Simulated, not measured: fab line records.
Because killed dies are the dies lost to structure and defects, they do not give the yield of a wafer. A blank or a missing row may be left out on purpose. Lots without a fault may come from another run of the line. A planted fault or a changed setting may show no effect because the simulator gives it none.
Which of the tools did it? || flow sfqLine || 7 lots, 21 wafers sampled, at 2 steps of a route of 325

WHAT THE GAUGES SHOWED, per wafer
SFQ_M6_OVL_MEAS_940.
{"lot": "L826", "measured": "day 66 22:36", "on": "overlay-01", "M6_OVL (nm)": "5 5 -1"}
{"lot": "L828", "measured": "day 71 10:53", "on": "overlay-01", "M6_OVL (nm)": "-5 7 6"}
{"lot": "L830", "measured": "day 72 11:39", "on": "overlay-01", "M6_OVL (nm)": "-2 -1 0"}
{"lot": "L833", "measured": "day 72 18:15", "on": "overlay-02", "M6_OVL (nm)": "-8 -5 -2"}
{"lot": "L835", "measured": "day 72 21:52", "on": "overlay-02", "M6_OVL (nm)": "-5 0 -1"}
{"lot": "L838", "measured": "day 79 03:34", "on": "overlay-02", "M6_OVL (nm)": "-5 5 2"}
{"lot": "L841", "measured": "day 81 06:26", "on": "overlay-02", "M6_OVL (nm)": "6 10 4"}

EACH LOT AND THE TOOL THAT RAN IT (in order: tool; ch and the chambers of the sampled wafers; start)
{"lot": "L826", "SFQ_TRILAYER_I3_VIA_LITHO_COAT_090": "lithoTrack-01 ch 0, day 44 10:46"}
{"lot": "L828", "SFQ_TRILAYER_I3_VIA_LITHO_COAT_090": "lithoTrack-04 ch 0, day 44 16:49"}
{"lot": "L830", "SFQ_TRILAYER_I3_VIA_LITHO_COAT_090": "lithoTrack-01 ch 0, day 45 21:15"}
{"lot": "L833", "SFQ_TRILAYER_I3_VIA_LITHO_COAT_090": "lithoTrack-04 ch 0, day 51 14:49"}
{"lot": "L835", "SFQ_TRILAYER_I3_VIA_LITHO_COAT_090": "lithoTrack-04 ch 0, day 52 04:13"}
{"lot": "L838", "SFQ_TRILAYER_I3_VIA_LITHO_COAT_090": "lithoTrack-04 ch 0, day 52 11:55"}
{"lot": "L841", "SFQ_TRILAYER_I3_VIA_LITHO_COAT_090": "lithoTrack-04 ch 0, day 52 20:55"}
- SFQ_TRILAYER_I3_VIA_LITHO_COAT_090: resist thk 62 nm.

THE ANSWER, worked out from the rows above alone
Rule: what is usual is taken from the lots themselves. Put in order of their means at a reading, lots are off if they are a third of the lots or fewer, leave a main group of 4 or more, and stand apart from it by a gap of 3 or more times the standard deviation of the main group's means; of several such gaps the widest counts. Not used: any main group whose means are identical at the precision the tables above print for the reading. Also off: a lot with no number at a reading for which 4 or more lots have one. Any other lot the step has rows for is counted as sound.
No lot is off on any of the readings shown, so nothing can be concluded from this.

WHAT WAS PUT IN BY THE SIMULATOR
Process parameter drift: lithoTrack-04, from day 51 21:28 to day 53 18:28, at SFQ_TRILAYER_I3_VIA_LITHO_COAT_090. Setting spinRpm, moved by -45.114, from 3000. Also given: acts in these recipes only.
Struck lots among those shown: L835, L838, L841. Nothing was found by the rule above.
